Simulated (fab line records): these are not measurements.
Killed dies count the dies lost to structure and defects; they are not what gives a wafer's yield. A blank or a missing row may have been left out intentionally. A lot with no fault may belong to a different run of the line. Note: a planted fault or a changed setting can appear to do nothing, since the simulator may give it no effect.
A single fault, viewed from 2 desks + flow gf180mcu + only its own numbers are on each desk; what lay behind them is given at the end

== TOOL OWNER'S DESK, cmp-01 ==
The tool's own readings at GF_CONTACT_CMP_04 (polishes SiO2): means of the sampled wafers that have a number, for each lot that ran on this tool. A lot is out of limits, marked OUT, if its mean lies more than 4 standard deviations from the usual mean; the brackets give that distance.
Columns: A = motor current A at GF_CONTACT_CMP_04, usual 12.3 A; B = time to endpoint s at GF_CONTACT_CMP_04, usual 112 s
| lot  | first seen here | A    | B   |
|------|-----------------|------|-----|
| L615 | day 17 00:37    | 11.7 | 116 |
| L620 | day 18 20:31    | 12.3 | 108 |
| L629 | day 22 03:12    | 12.4 | 123 |
| L631 | day 22 13:37    | 12.6 | 124 |
This desk's finding: nothing out of limits on any of the 4 lots.

== THE METROLOGY DESK ==
Lot by lot, what the gauges showed, no matter which tool ran the lot: averages of those sampled wafers that carry a number. A lot is out of limits, marked OUT, if its mean lies more than 4 standard deviations from the usual mean; the brackets give that distance.
Columns: A = cd nm at GF_SAB_CD_MEAS_09, usual 420.4 nm; B = SALICIDE_TIN_RS at GF_SALICIDE_RS_MEAS_04, usual 16.4 ohm/sq
| lot  | first seen here | A     | B    |
|------|-----------------|-------|------|
| L610 | day 15 01:35    | 420.9 | 16.5 |
| L611 | day 15 09:15    | 419.2 | 16.1 |
| L612 | day 16 04:32    | 419.9 | 16.6 |
| L613 | day 16 15:19    | 419.8 | 16.4 |
| L615 | day 16 23:19    | 419.9 | 16.1 |
| L618 | day 18 00:57    | 419.9 | 16.6 |
| L619 | day 18 05:53    | 422.0 | 16.2 |
| L620 | day 18 19:07    | 421.1 | 17.0 |
| L621 | day 19 01:11    | 418.3 | 16.0 |
| L622 | day 19 12:38    | 420.9 | 16.3 |
| L623 | day 19 23:40    | 419.7 | 16.5 |
| L629 | day 22 01:42    | 423.2 | 16.4 |
| L631 | day 22 12:15    | 421.5 | 16.5 |
| L633 | day 23 00:49    | 421.2 | 16.7 |
This desk's finding: nothing out of limits on any of the 14 lots.

== ALL TOGETHER ==
Nothing out of limits was seen by the tool owner's desk.
Metrology desk: nothing out of limits seen.

== WHAT THE SIMULATOR HAD INSERTED ==
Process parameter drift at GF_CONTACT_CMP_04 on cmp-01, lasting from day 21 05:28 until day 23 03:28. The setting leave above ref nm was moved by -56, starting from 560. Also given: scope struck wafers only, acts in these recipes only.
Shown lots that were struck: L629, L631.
